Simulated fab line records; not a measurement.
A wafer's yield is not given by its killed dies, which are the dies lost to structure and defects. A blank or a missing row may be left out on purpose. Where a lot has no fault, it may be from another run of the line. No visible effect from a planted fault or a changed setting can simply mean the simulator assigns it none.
A struck lot beside a sound one    flow gf180mcu    15 steps out of a route of 602
Sound: the wafers L985.4, L985.5, L985.6. The struck wafers were L991.3, L991.4, L991.5. The cause is given at the end.
Order at every step that has rows: each side's tool, ch and its chambers, its first start. Under that, the readings that differ: sound wafers    struck wafers    difference of the means    sigmas: that difference in standard deviations of wafers without a fault.
alike: readings whose means differ by less than 2 such deviations, and words and numbers that are the same on both sides. not compared: withheld readings, readings that some wafer has no value for, bounds like >300 that may hide the same value, and numbers for which the record gives no deviation and whose values overlap.
Wherever a step has rows on one side only, a row that says differs or no value, or a row with sigmas, the two part there. When numbers do not overlap yet have no deviation, they are printed without sigmas and do not part them. A reading missing from all wafers of one side parts the sides only when that side holds two or more wafers.

GF_V1_BOW_MEAS_05:
  sound on film-metro-01, day 17 21:26; struck on film-metro-03, day 20 07:46
  alike: V1_BOW
then, 8 steps without rows for these wafers: GF_V1_DEHYDRATE_06 (time 60 s); GF_V1_HMDS_07 (prime time 60 s); GF_V1_COAT_08; GF_V1_COAT_09 (resist thk 1000 nm); GF_V1_SOFTBAKE_10 (time 60 s); GF_V1_EXPOSE_11 (exposes mask Via1, target cd 260 nm); GF_V1_PEB_12 (peb time 90 s); GF_V1_DEVELOP_13 (develop time 60 s).
GF_V1_CD_MEAS_14: the cd target is 260 nm.
  sound on cd-sem-01, day 18 21:48; struck on cd-sem-02, day 21 08:11
  alike: cd-nm
GF_V1_OVL_MEAS_15:
  sound on overlay-02, day 18 21:53; struck on overlay-02, day 21 08:16
  alike: V1_OVL
GF_V1_ETCH_16: etches BARC in N2/H2.
  sound on rie-diel-01 ch 0,1,2, day 18 21:53; struck on rie-diel-03 ch 2,3, day 21 08:17
  alike: bias-w, chamber-pressure-mTorr, drypump-motor-current-A, oes-product-au, throttle-valve-pct
GF_V1_ETCH_17: etches SiO2 in C4F8/O2/Ar, stops on TiN, target depth 630 nm.
  sound on rie-diel-01 ch 0,1,2, day 18 21:00; struck on rie-diel-03 ch 2,3, day 21 08:00
  no value came back on the struck wafers for bias-w (W), chamber-pressure-mTorr (mTorr), oes-product-au (a.u.); on the sound wafers bias-w (W) reads 1199 1202 1201
GF_V1_STRIP_18: strips in O2/N2.
  sound on plasma-asher-03 ch 0,1, day 18 22:04; struck on plasma-asher-01 ch 0,1, day 21 08:28
reading                sound              struck             difference  sigmas
oes-product-au (a.u.)  0.590 0.596 0.595  0.665 0.666 0.672  +0.074      +15
  alike: chamber-pressure-mTorr, drypump-motor-current-A, heater-power-w
  not compared: rf-hours-counter-h
then, 1 step without rows for these wafers: GF_V1_STRIP_19 (strips in post etch residue remover, time 1200 s).

== WHERE THEY PART ==
At GF_V1_ETCH_17 first; at GF_V1_STRIP_18 last (within this record only).

WHY: what the simulator had put in
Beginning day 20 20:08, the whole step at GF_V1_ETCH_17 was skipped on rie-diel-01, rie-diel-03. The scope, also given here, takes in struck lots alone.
